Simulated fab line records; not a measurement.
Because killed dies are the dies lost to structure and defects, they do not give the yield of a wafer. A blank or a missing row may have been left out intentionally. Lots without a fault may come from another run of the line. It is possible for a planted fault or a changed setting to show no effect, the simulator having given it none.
Matching of chambers	flow sky130	SKY_FIELD_ISO_ETCH_14 on rieDiel-02: 4 sister chambers
The step etches BARC in N2/H2, stops on SiO2, time 45.9 s, target depth 60 nm. 4 wafers are shown with their chamber, then 7 later ones without.

== WAFERS PAIRED WITH THEIR CHAMBERS ==
wafer	chamber	oesProductAu (a.u.)
L091.3	3	0.848
L091.5	1	0.851
L093.1	2	0.858
L093.3	0	0.856

== WAFERS WITH NO CHAMBER GIVEN ==
wafer	oesProductAu (a.u.)
L093.5	0.856
L095.4	0.855
L095.5	0.852
L095.6	0.847
L096.1	0.858
L096.2	0.861
L096.4	0.857

== WHICH CHAMBER EACH WENT THROUGH ==
wafer	from the rows above	in truth
L093.5	can't be placed: 0 or 2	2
L095.4	can't be placed: 0 or 2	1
L095.5	1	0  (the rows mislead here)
L095.6	3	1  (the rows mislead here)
L096.1	can't be placed: 2 or 0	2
L096.2	can't be placed: 2 or 0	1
L096.4	can't be placed: 0 or 2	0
0 of 7 placed correctly. From these rows, 5 cannot be placed; in 3 the true chamber is one of the candidates. Wrongly placed: 2.
How it was worked out, from the rows above alone: a wafer's distance from a chamber is the root of the sum, over the readings, of the square of ((its reading less the chamber's mean) divided by the reading's scatter). The wafer belongs to the nearest chamber; if the next one is less than 2 further off, it can't be placed. The mean given for a chamber averages the wafers shown for that chamber. The scatter: root of mean squared gap, hidden wafer to nearest shown wafer, with one shown wafer a chamber.
